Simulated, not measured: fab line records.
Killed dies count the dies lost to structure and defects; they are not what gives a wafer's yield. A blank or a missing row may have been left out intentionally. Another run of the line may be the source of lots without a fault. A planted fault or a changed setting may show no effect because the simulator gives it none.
Which of the tools did it?	flow gf180mcu	39 wafers from 13 lots sampled at 4 of the route's 602 steps

WHAT THE GAUGES SHOWED, per wafer
GF_PSD_CD_MEAS_07: the cd target is 400 nm. Usual: cd_nm 400.8 nm, standard deviation 2.2.
lot	measured	on	cd_nm (nm)	flag
L888	day 14 13:24	cd_sem-02	401.9 401.1 403.9	
L889	day 14 20:37	cd_sem-01	402.9 402.3 401.3	
L891	day 15 09:33	cd_sem-01	397.2 398.4 397.6	
L892	day 15 13:56	cd_sem-02	401.1 402.3 399.5	
L893	day 16 03:39	cd_sem-02	402.1 401.4 404.3	
L894	day 16 06:41	cd_sem-01	400.4 401.0 401.1	
L897	day 17 05:44	cd_sem-01	400.8 400.1 402.2	
L898	day 17 12:30	cd_sem-01	401.3 400.1 402.4	
L901	day 19 00:55	cd_sem-02	401.3 399.2 402.3	
L902	day 19 05:23	cd_sem-02	400.6 401.1 401.3	
L908	day 21 08:23	cd_sem-01	401.8 399.7 399.3	
L910	day 22 01:05	cd_sem-02	400.2 400.7 399.3	
L911	day 22 02:58	cd_sem-02	395.7 396.5 397.1	

GF_CONTACT_THK_MEAS_01. Usual: for CONTACT_CVD_00_THK the level is 300 nm and the standard deviation is 4.2.
lot	measured	on	CONTACT_CVD_00_THK (nm)	flag
L888	day 15 12:32	film_metro-04	308 299 297	
L889	day 15 19:39	film_metro-01	290 307 305	
L891	day 16 09:20	film_metro-03	298 299 298	
L892	day 16 12:55	film_metro-01	296 297 300	
L893	day 17 04:20	film_metro-04	298 298 296	
L894	day 17 06:49	film_metro-04	298 294 297	
L897	day 18 06:43	film_metro-03	306 299 299	
L898	day 18 13:40	film_metro-01	307 300 300	
L901	day 20 03:09	film_metro-04	153 297 297	OFF
L902	day 20 07:53	film_metro-01	299 302 154	OFF
L908	day 22 09:12	film_metro-03	303 302 303	
L910	day 23 01:46	film_metro-03	297 299 296	
L911	day 23 03:22	film_metro-03	301 298 298	

GF_CONTACT_OVL_MEAS_15. Usual: for CONTACT_OVL the level is 0 nm and the standard deviation is 7.
lot	measured	on	CONTACT_OVL (nm)	flag
L888	day 16 11:25	overlay-01	8 -1 8	
L889	day 16 18:43	overlay-02	7 -2 -1	
L891	day 17 08:53	overlay-02	1 -6 3	
L892	day 17 12:01	overlay-02	-3 1 2	
L893	day 18 04:16	overlay-01	-4 -6 -16	
L894	day 18 06:43	overlay-01	-3 4 -4	
L897	day 19 07:40	overlay-02	3 -5 -10	
L898	day 19 14:41	overlay-01	8 4 1	
L901	day 21 03:25	overlay-01	0 15 2	
L902	day 21 08:10	overlay-02	5 1 5	
L908	day 23 08:57	overlay-01	-7 5 4	
L910	day 24 00:48	overlay-01	-1 -3 7	
L911	day 24 02:21	overlay-01	-15 -3 -1	

WHAT TOOL EACH LOT RAN ON (gives the tool, then ch and the chambers of the sampled wafers, and finally the start)
lot	GF_CONTACT_CVD_00
L888	hdpcvd-02 ch 0,1,2, day 15 12:29
L889	hdpcvd-02 ch 0,2, day 15 19:37
L891	hdpcvd-01 ch 0,1,2, day 16 09:17
L892	hdpcvd-02 ch 1,2, day 16 12:52
L893	hdpcvd-01 ch 0,2, day 17 04:18
L894	hdpcvd-01 ch 0,1, day 17 06:44
L897	hdpcvd-01 ch 0,1,2, day 18 06:38
L898	hdpcvd-02 ch 0,2, day 18 13:38
L901	hdpcvd-02 ch 0,1,2, day 20 03:05
L902	hdpcvd-02 ch 0,1,2, day 20 07:49
L908	hdpcvd-01 ch 0,2, day 22 09:08
L910	hdpcvd-01 ch 0,1, day 23 01:43
L911	hdpcvd-02 ch 1,2, day 23 03:19
- GF_CONTACT_CVD_00: deposits SiO2, target thk 300 nm, time 50 s.

WHAT THE TOOLS THEMSELVES READ (means of the sampled wafers that have a number; where no wafer has one, the mark that the record gives instead)
GF_CONTACT_CVD_00. Usual: sih4_flow_sccm 60.00 sccm, standard deviation 0.18.
lot	tool	sih4_flow_sccm (sccm)	flag
L888	hdpcvd-02	59.99	
L889	hdpcvd-02	60.09	
L891	hdpcvd-01	60.07	
L892	hdpcvd-02	60.00	
L893	hdpcvd-01	60.14	
L894	hdpcvd-01	60.04	
L897	hdpcvd-01	60.00	
L898	hdpcvd-02	59.80	
L901	hdpcvd-02	50.10	OFF
L902	hdpcvd-02	50.00	OFF
L908	hdpcvd-01	60.04	
L910	hdpcvd-01	60.22	
L911	hdpcvd-02	59.67	

THE ANSWER, worked out from the rows above alone
Rule: a lot is off if the mean of its wafers that have a number lies more than 3 standard deviations from the usual mean. Also off: a lot with no number at a reading for which 4 or more lots have one. Any other lot the step has rows for is counted as sound. Order of review: gauges by route order, followed by the tools' own readings, for which a lot's mean as printed above is used. The first step at which some lot is off is used, and at that step the reading that is off furthest; a lot without a number counts as furthest.
Off: L901, L902, seen at GF_CONTACT_THK_MEAS_01 (CONTACT_CVD_00_THK).
A tool fits if, at a process step before that reading, it ran every lot that is off, and no sound lot after the first of them. The gauges at GF_CONTACT_THK_MEAS_01 aren't tried: what is off there is off at GF_CONTACT_CVD_00 too, on other tools, and a gauge's error can't cause that. Of those tried, none fits.

WHAT HAD BEEN PUT IN BY THE SIMULATOR
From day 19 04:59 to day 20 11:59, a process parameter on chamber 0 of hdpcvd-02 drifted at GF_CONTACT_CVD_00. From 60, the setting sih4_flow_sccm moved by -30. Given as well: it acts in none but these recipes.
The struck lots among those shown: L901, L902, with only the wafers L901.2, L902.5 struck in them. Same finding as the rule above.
